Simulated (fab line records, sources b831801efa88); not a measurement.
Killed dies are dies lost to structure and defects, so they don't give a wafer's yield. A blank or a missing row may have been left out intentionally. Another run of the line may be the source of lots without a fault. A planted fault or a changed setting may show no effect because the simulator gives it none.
2 desks looking at one fault || flow sky130 || only its own numbers are on each desk; what lay behind them is given at the end

FROM THE METROLOGY DESK
Means of the sampled wafers that have a number, per lot and without regard to the tool the lot ran on: this is what the gauges read. A lot is out of limits, marked OUT, if its mean lies more than 4 standard deviations from the usual mean; the brackets give that distance.
Columns: A = cd-nm at SKY_CONTACT_CD_MEAS_14, usual 170.0 nm; B = VIA1_OVL at SKY_VIA1_OVL_MEAS_13, usual 0 nm
{"lot": "L503", "first seen here": "day 31 12:19", "A": 169.1, "B": -3}
{"lot": "L504", "first seen here": "day 32 04:07", "A": 169.2, "B": -3}
{"lot": "L505", "first seen here": "day 32 10:54", "A": 167.9, "B": 2}
{"lot": "L507", "first seen here": "day 33 11:43", "A": 171.7, "B": 2}
{"lot": "L509", "first seen here": "day 34 04:22", "A": 170.0, "B": -2}
{"lot": "L510", "first seen here": "day 34 05:40", "A": 168.4, "B": 4}
{"lot": "L512", "first seen here": "day 34 20:25", "A": 171.6, "B": -4}
{"lot": "L520", "first seen here": "day 37 02:20", "A": 172.5, "B": "-"}
{"lot": "L521", "first seen here": "day 37 14:43", "A": 171.6, "B": "-"}
{"lot": "L522", "first seen here": "day 37 19:01", "A": 169.2, "B": -9}
{"lot": "L523", "first seen here": "day 38 01:40", "A": 170.7, "B": 6}
{"lot": "L524", "first seen here": "day 38 11:37", "A": 170.3, "B": 2}
{"lot": "L525", "first seen here": "day 38 14:04", "A": 169.3, "B": -1}
{"lot": "L526", "first seen here": "day 38 20:31", "A": 171.7, "B": -4}
Result from this desk: across the 14 lots, nothing is out of limits.

THE TOOL OWNER'S DESK: litho-track-04
The tool's own readings at SKY_METAL1_DEVELOP_14 (develop time 60 s): means of the sampled wafers that have a number, for each lot that ran on this tool. A lot is out of limits, marked OUT, if its mean lies more than 4 standard deviations from the usual mean; the brackets give that distance.
Columns: A = chill-plate-temp-C at SKY_METAL1_DEVELOP_14, usual 23.00 C
{"lot": "L504", "first seen here": "day 33 09:00", "A": 22.89}
{"lot": "L510", "first seen here": "day 35 08:00", "A": 23.00}
{"lot": "L524", "first seen here": "day 39 14:00", "A": 22.87}
Result from this desk: across the 3 lots, nothing is out of limits.

TAKEN TOGETHER
From the metrology desk's view, nothing was out of limits.
The tool owner's desk saw nothing out of limits.

WHAT THE SIMULATOR PUT IN
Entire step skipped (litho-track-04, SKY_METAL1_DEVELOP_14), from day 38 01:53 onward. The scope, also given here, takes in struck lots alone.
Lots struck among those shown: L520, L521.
